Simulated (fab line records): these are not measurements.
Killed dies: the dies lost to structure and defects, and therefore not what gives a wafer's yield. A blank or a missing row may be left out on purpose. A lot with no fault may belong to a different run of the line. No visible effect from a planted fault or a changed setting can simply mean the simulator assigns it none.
Problem report, 8D (eight disciplines) form, completed by code :: flow sky130 :: the parts of the form that need people (team, actions taken, sign-off) are left out

## 1. WHAT WENT WRONG
At SKY_CONTACT_CD_MEAS_14, cdNm averages 151.8 nm over 3 wafers from 2 lots, while fault-free wafers read 170.1 nm, standard deviation 1.5. That is -12 standard deviations from the usual mean.
The step: target cd 170 nm.
Seen first at day 38 10:29 on cdSem-01, wafer L247.5. The record holds 34 wafers of 12 lots with a number at this step. By rule, "out" or "out of limits" means more than 4 standard deviations away from the usual mean. Any other wafer with a number is counted as sound.

## 2. WHAT IT IS; WHAT IT IS NOT
question: which readings at this step
is: cdNm
is not: -

question: which lots
is: L247, L248
is not: L234, L235, L236, L237, L238, L239, L242, L251, L252, L253

question: which wafers of those lots
is: L247.5, L247.6, L248.5
is not: L248.3

question: read on which gauges
is: cdSem-01
is not: cdSem-02

question: when
is: from day 38 10:29
is not: up to then (21 sound wafers); but 10 sound wafers of L248, L251, L252, L253 came after

## 3. THE SUSPECTS, EACH WITH WHAT RULES IT OUT
Counting: if a tool at a process step up to the reading ran every lot that is out, it stays a suspect. Sound lots after the first of them don't rule it out here, since some wafers of a struck lot are sound.
- the gauge at SKY_CONTACT_CD_MEAS_14: kept. All the wafers that are out were read on cdSem-01, and no step on other tools shows them out.
- krfScanner-01 at SKY_CONTACT_EXPOSE_11 (exposes mask CTM1, target cd 170 nm): kept. It processed each lot that is out (first: L247, day 37 21:50); up to then, its last sound lot is L242 (day 36 11:08).
The count leaves cdSem-01 at SKY_CONTACT_CD_MEAS_14 and krfScanner-01 at SKY_CONTACT_EXPOSE_11.

## 4. THE CAUSE (what the simulator had put in)
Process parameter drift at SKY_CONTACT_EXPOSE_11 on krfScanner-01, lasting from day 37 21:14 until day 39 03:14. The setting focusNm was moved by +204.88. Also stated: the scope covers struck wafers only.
Of the 2 suspects that counting leaves, this tool is one.

## 5. THE CHAIN OF EFFECTS, in route order
Rows list readings where the struck wafers' mean (over those with a number) sits beyond 3 standard deviations from the usual. Only readings whose record carries a usual standard deviation are examined. hours: median over the lots of the time between each lot's start at the first step of this table that gives one and its start at this step. sigmas: the change, counted in usual standard deviations.
hours: 0
step: SKY_CONTACT_CD_MEAS_14
reading: cdNm
usual: 170.1 nm
on struck wafers: 151.8
change: -18.3
sigmas: -12

## 6. HOW IT WOULD HAVE BEEN CAUGHT EARLIER
13 hours passed between the start of the fault at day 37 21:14 and the first reading out of limits at a measuring or inspecting step in this record, taken at day 38 10:29.
No tool reading at SKY_CONTACT_EXPOSE_11 that has a usual standard deviation in the record was out on any struck wafer, so an alarm limit of 4 standard deviations on those readings would not have fired.
All the lots that are out (2) had begun SKY_CONTACT_EXPOSE_11 on krfScanner-01 by day 38 10:29. A hold on the tool at that time would have spared none of them.
